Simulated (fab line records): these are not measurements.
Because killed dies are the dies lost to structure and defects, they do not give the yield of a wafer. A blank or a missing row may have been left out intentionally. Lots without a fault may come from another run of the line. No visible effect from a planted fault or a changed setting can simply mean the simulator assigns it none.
Matching of chambers || flow sfq_line || SFQ_TRILAYER_I0_CMP_CMP_028 on cmp-02 has 4 sister chambers
The step polishes SiO2. 8 wafers are shown with their chamber, then 7 later ones without.

## WAFERS, EACH WITH ITS CHAMBER
{"wafer": "L454.4", "chamber": 2, "motor_current_A (A)": 7.8, "time_to_endpoint_s (s)": 212}
{"wafer": "L456.2", "chamber": 2, "motor_current_A (A)": 8.6, "time_to_endpoint_s (s)": 206}
{"wafer": "L458.2", "chamber": 3, "motor_current_A (A)": 11.6, "time_to_endpoint_s (s)": 213}
{"wafer": "L462.1", "chamber": 3, "motor_current_A (A)": 11.1, "time_to_endpoint_s (s)": 209}
{"wafer": "L462.6", "chamber": 1, "motor_current_A (A)": 9.6, "time_to_endpoint_s (s)": 205}
{"wafer": "L463.3", "chamber": 1, "motor_current_A (A)": 9.8, "time_to_endpoint_s (s)": 212}
{"wafer": "L463.5", "chamber": 0, "motor_current_A (A)": 10.0, "time_to_endpoint_s (s)": 232}
{"wafer": "L464.1", "chamber": 0, "motor_current_A (A)": 9.6, "time_to_endpoint_s (s)": 221}

## WAFERS WITHOUT THEIR CHAMBER
{"wafer": "L464.5", "motor_current_A (A)": 8.4, "time_to_endpoint_s (s)": 223}
{"wafer": "L464.6", "motor_current_A (A)": 9.5, "time_to_endpoint_s (s)": 220}
{"wafer": "L468.2", "motor_current_A (A)": 10.2, "time_to_endpoint_s (s)": 231}
{"wafer": "L468.3", "motor_current_A (A)": 10.7, "time_to_endpoint_s (s)": 216}
{"wafer": "L477.1", "motor_current_A (A)": 8.5, "time_to_endpoint_s (s)": 205}
{"wafer": "L477.5", "motor_current_A (A)": 9.8, "time_to_endpoint_s (s)": 211}
{"wafer": "L477.6", "motor_current_A (A)": 9.8, "time_to_endpoint_s (s)": 231}

## CHAMBER TAKEN BY EACH
{"wafer": "L464.5", "from the rows above": "can't be placed: 2 or 0 or 1", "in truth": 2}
{"wafer": "L464.6", "from the rows above": "can't be placed: 0 or 1", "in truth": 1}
{"wafer": "L468.2", "from the rows above": 0, "in truth": 0}
{"wafer": "L468.3", "from the rows above": "can't be placed: 3 or 1 or 0", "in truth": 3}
{"wafer": "L477.1", "from the rows above": 2, "in truth": 2}
{"wafer": "L477.5", "from the rows above": 1, "in truth": 1}
{"wafer": "L477.6", "from the rows above": 0, "in truth": 0}
4 of 7 placed correctly. Not placeable from these rows: 3 (in 3, the candidates include the true chamber). Wrongly placed: 0.
How it was worked out, from the rows above alone: a wafer's distance from a chamber is the root of the sum, over the readings, of the square of ((its reading less the chamber's mean) divided by the reading's scatter). The wafer belongs to the nearest chamber; if the next one is less than 2 further off, it can't be placed. A chamber's mean is the mean of its shown wafers. The scatter: the root of (the sum of the squares of (reading less its chamber's mean) over the shown wafers, divided by (wafers less chambers)).
